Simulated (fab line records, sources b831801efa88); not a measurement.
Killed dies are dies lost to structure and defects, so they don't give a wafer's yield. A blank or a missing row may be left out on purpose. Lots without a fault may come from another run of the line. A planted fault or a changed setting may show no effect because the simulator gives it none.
Which tool did it? | flow sky130 | 12 lots, 36 wafers sampled, at 4 steps of a route of 708

WHAT THE GAUGES READ, wafer by wafer
SKY_GATE_OXIDE_OVL_MEAS_10. Usual: GATE_OXIDE_OVL 0.6 nm, standard deviation 1.3.
lot  | measured     | on         | GATE_OXIDE_OVL (nm) | flag
L573 | day 14 05:24 | overlay-01 | -1.9 -0.8 -1.3      |
L575 | day 14 19:02 | overlay-02 | 0.2 1.6 0.5         |
L581 | day 16 17:38 | overlay-02 | 2.1 -0.4 -0.6       |
L583 | day 17 11:51 | overlay-01 | 2.0 0.5 1.1         |
L585 | day 18 06:23 | overlay-01 | 2.1 0.8 0.6         |
L587 | day 19 10:15 | overlay-02 | 0.4 -0.4 -1.0       |
L588 | day 19 12:50 | overlay-01 | -0.7 3.4 0.8        |
L591 | day 20 18:01 | overlay-02 | 0.2 -0.1 0.3        |
L592 | day 21 01:52 | overlay-01 | -0.2 -1.9 -0.4      |
L593 | day 21 04:21 | overlay-01 | -0.7 1.5 0.3        |
L594 | day 21 15:28 | overlay-01 | 1.4 1.3 0.2         |
L595 | day 21 20:02 | overlay-01 | 0.5 -0.2 0.7        |

SKY_LDD_P_CD_MEAS_07: target cd 380 nm. Usual: cd_nm 379.8 nm, standard deviation 2.6.
lot  | measured     | on        | cd_nm (nm)        | flag
L573 | day 19 09:11 | cd_sem-02 | 375.0 378.9 376.6 |
L575 | day 20 02:32 | cd_sem-02 | 379.9 379.2 378.6 |
L581 | day 22 05:27 | cd_sem-02 | 380.8 382.8 382.3 |
L583 | day 22 22:34 | cd_sem-01 | 379.0 380.3 377.8 |
L585 | day 23 19:50 | cd_sem-02 | 373.7 377.3 374.1 |
L587 | day 24 22:13 | cd_sem-02 | 379.6 379.1 380.5 |
L588 | day 24 23:29 | cd_sem-01 | 378.3 377.6 376.4 |
L591 | day 26 04:24 | cd_sem-02 | 381.4 381.9 383.1 |
L592 | day 26 11:33 | cd_sem-02 | 380.6 382.5 381.9 |
L593 | day 26 11:47 | cd_sem-01 | 382.2 383.3 383.5 |
L594 | day 26 20:13 | cd_sem-02 | 380.7 381.3 381.9 |
L595 | day 27 01:09 | cd_sem-02 | 379.8 378.5 379.3 |

WHICH TOOL RAN EACH LOT (tool, then ch and the chambers of the sampled wafers, then the start)
lot  | SKY_LDD_N_IMPLANT_10            | SKY_LDD_N_STRIP_16
L573 | implanter-03 ch 0, day 18 01:48 | plasma_asher-01 ch 0,1, day 18 02:41
L575 | implanter-01 ch 0, day 18 18:38 | plasma_asher-02 ch 0,1, day 18 19:32
L581 | implanter-01 ch 0, day 20 21:31 | plasma_asher-02 ch 0,1, day 20 22:25
L583 | implanter-01 ch 0, day 21 15:46 | plasma_asher-01 ch 0,1, day 21 16:39
L585 | implanter-03 ch 0, day 22 12:49 | plasma_asher-03 ch 0,1, day 22 13:43
L587 | implanter-02 ch 0, day 23 15:25 | plasma_asher-01 ch 0,1, day 23 16:19
L588 | implanter-01 ch 0, day 23 16:41 | plasma_asher-02 ch 0,1, day 23 17:34
L591 | implanter-03 ch 0, day 24 22:07 | plasma_asher-03 ch 0,1, day 24 23:00
L592 | implanter-01 ch 0, day 25 05:09 | plasma_asher-03 ch 0,1, day 25 06:01
L593 | implanter-03 ch 0, day 25 05:54 | plasma_asher-02 ch 0,1, day 25 06:47
L594 | implanter-02 ch 0, day 25 15:02 | plasma_asher-02 ch 0,1, day 25 15:55
L595 | implanter-02 ch 0, day 25 19:41 | plasma_asher-01 ch 0,1, day 25 20:35
- SKY_LDD_N_IMPLANT_10
- SKY_LDD_N_STRIP_16: strips in O2/N2.

WHAT THE TOOLS THEMSELVES READ (means of the sampled wafers that have a number; where no wafer has one, the mark that the record gives instead)
SKY_LDD_N_IMPLANT_10. Usual: dose_ions_cm2 7.5e+13, standard deviation 8.3e+10; faraday_current_uA 423, standard deviation 8.1.
lot  | tool         | dose_ions_cm2 | faraday_current_uA | flag
L573 | implanter-03 | 7.5e+13       | 419                |
L575 | implanter-01 | 7.5e+13       | 423                |
L581 | implanter-01 | 5.5e+13       | 308                | OFF
L583 | implanter-01 | 5.5e+13       | 312                | OFF
L585 | implanter-03 | 7.5e+13       | 425                |
L587 | implanter-02 | 7.5e+13       | 429                |
L588 | implanter-01 | 7.5e+13       | 420                |
L591 | implanter-03 | 7.5e+13       | 425                |
L592 | implanter-01 | 7.5e+13       | 421                |
L593 | implanter-03 | 7.5e+13       | 421                |
L594 | implanter-02 | 7.5e+13       | 425                |
L595 | implanter-02 | 7.5e+13       | 424                |

SKY_LDD_N_STRIP_16. Usual: drypump_motor_current_A 5.6 A, standard deviation 0.58; n2_flow_sccm 300.1 sccm, standard deviation 0.88; oes_product_au 0.406 a.u., standard deviation 0.0044; strip_time_to_endpoint_s 4.316 s, standard deviation 0.013.
lot  | tool            | drypump_motor_current_A (A) | n2_flow_sccm (sccm) | oes_product_au (a.u.) | strip_time_to_endpoint_s (s) | flag
L573 | plasma_asher-01 | 5.6                         | 300.2               | 0.403                 | 4.318                        |
L575 | plasma_asher-02 | 5.9                         | 300.2               | 0.401                 | 4.312                        |
L581 | plasma_asher-02 | 5.9                         | 299.8               | 0.409                 | 4.272                        | OFF
L583 | plasma_asher-01 | 5.7                         | 300.7               | 0.402                 | 4.262                        | OFF
L585 | plasma_asher-03 | 5.8                         | 300.1               | 0.410                 | 4.326                        |
L587 | plasma_asher-01 | 5.6                         | 299.0               | 0.404                 | 4.318                        |
L588 | plasma_asher-02 | 5.4                         | 299.9               | 0.401                 | 4.319                        |
L591 | plasma_asher-03 | 5.3                         | 301.1               | 0.401                 | 4.290                        |
L592 | plasma_asher-03 | 5.3                         | 300.7               | 0.404                 | 4.319                        |
L593 | plasma_asher-02 | 5.4                         | 298.7               | 0.408                 | 4.337                        |
L594 | plasma_asher-02 | 5.9                         | 300.3               | 0.405                 | 4.327                        |
L595 | plasma_asher-01 | 5.6                         | 300.3               | 0.410                 | 4.310                        |

THE ANSWER, worked out from the rows above alone
Rule: a lot is off if the mean of its wafers that have a number lies more than 3 standard deviations from the usual mean. A lot without any number at a reading at which 4 lots or more have one is off too. The other lots that the step has rows for count as sound. The gauges are gone through in route order, then the tools' own readings, and for those a lot's mean is taken as printed above. The first step at which some lot is off is used, and at that step the reading that is off furthest; a lot without a number counts as furthest.
Off: L581, L583, at SKY_LDD_N_IMPLANT_10 (dose_ions_cm2).
A tool fits if, at that step or a process step before it, it ran every lot that is off, and no sound lot after the first of them. None of those tried fits.

WHAT THE SIMULATOR HAD PUT IN
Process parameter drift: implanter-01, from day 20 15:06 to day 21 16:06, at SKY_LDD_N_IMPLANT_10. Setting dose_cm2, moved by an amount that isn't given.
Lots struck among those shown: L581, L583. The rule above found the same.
